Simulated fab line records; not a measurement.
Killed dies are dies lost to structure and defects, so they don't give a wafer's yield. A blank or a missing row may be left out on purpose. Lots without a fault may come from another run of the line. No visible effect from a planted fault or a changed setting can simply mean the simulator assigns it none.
What tool caused it?	flow gf180mcu	Sampling: 7 lots, 21 wafers, 3 of 602 route steps

== WHAT EACH GAUGE READ, for each wafer ==
GF_HV_LDD_CD_MEAS_46 targets a cd of 400 nm.
lot	measured	on	cd nm (nm)
L109	day 13 05:17	cd sem-01	398.3 396.6 397.8
L111	day 14 00:29	cd sem-01	401.4 400.2 399.1
L114	day 14 22:59	cd sem-01	400.3 400.6 400.5
L116	day 15 17:35	cd sem-01	399.7 399.0 399.3
L124	day 18 19:28	cd sem-01	397.6 398.7 399.2
L127	day 19 11:13	cd sem-02	395.4 395.9 395.3
L129	day 20 03:04	cd sem-01	397.4 396.7 399.3

== WHICH TOOL RAN EACH LOT (tool, then ch and the chambers of the sampled wafers, then the start) ==
lot	GF_POLY_GATE_ETCH_12	GF_HV_LDD_STRIP_10
L109	rie diel-02 ch 0,1,3, day 10 01:47	plasma asher-01 ch 0,1, day 10 21:26
L111	rie diel-03 ch 1,2, day 10 16:47	plasma asher-02 ch 0,1, day 11 13:25
L114	rie diel-02 ch 1,2, day 11 14:18	plasma asher-02 ch 0,1, day 12 11:49
L116	rie diel-01 ch 0,1, day 12 05:17	plasma asher-01 ch 0,1, day 13 02:42
L124	rie diel-01 ch 0,1,2, day 14 21:23	plasma asher-02 ch 0,1, day 15 21:41
L127	rie diel-01 ch 1,2,3, day 15 11:56	plasma asher-02 ch 0,1, day 16 12:41
L129	rie diel-03 ch 0,1,2, day 16 01:47	plasma asher-02 ch 0,1, day 17 02:32
- GF_POLY_GATE_ETCH_12: etches BARC in N2/H2.
- GF_HV_LDD_STRIP_10: strips in O2/N2.

== THE ANSWER, worked out from the rows above alone ==
Rule: the usual values come from the lots themselves. Put in order of their means at a reading, lots are off if they are a third of the lots or fewer, leave a main group of 4 or more, and stand apart from it by a gap of 3 or more times the standard deviation of the main group's means; of several such gaps the widest counts. The tables above print the reading to a certain number of digits; a main group whose means all agree to those digits is not used. A lot without any number at a reading at which 4 lots or more have one is off too. Where the step has rows for the other lots, those lots are counted as sound.
No lot is off at any reading shown: from this, nothing can be told.

== WHAT THE SIMULATOR PUT IN ==
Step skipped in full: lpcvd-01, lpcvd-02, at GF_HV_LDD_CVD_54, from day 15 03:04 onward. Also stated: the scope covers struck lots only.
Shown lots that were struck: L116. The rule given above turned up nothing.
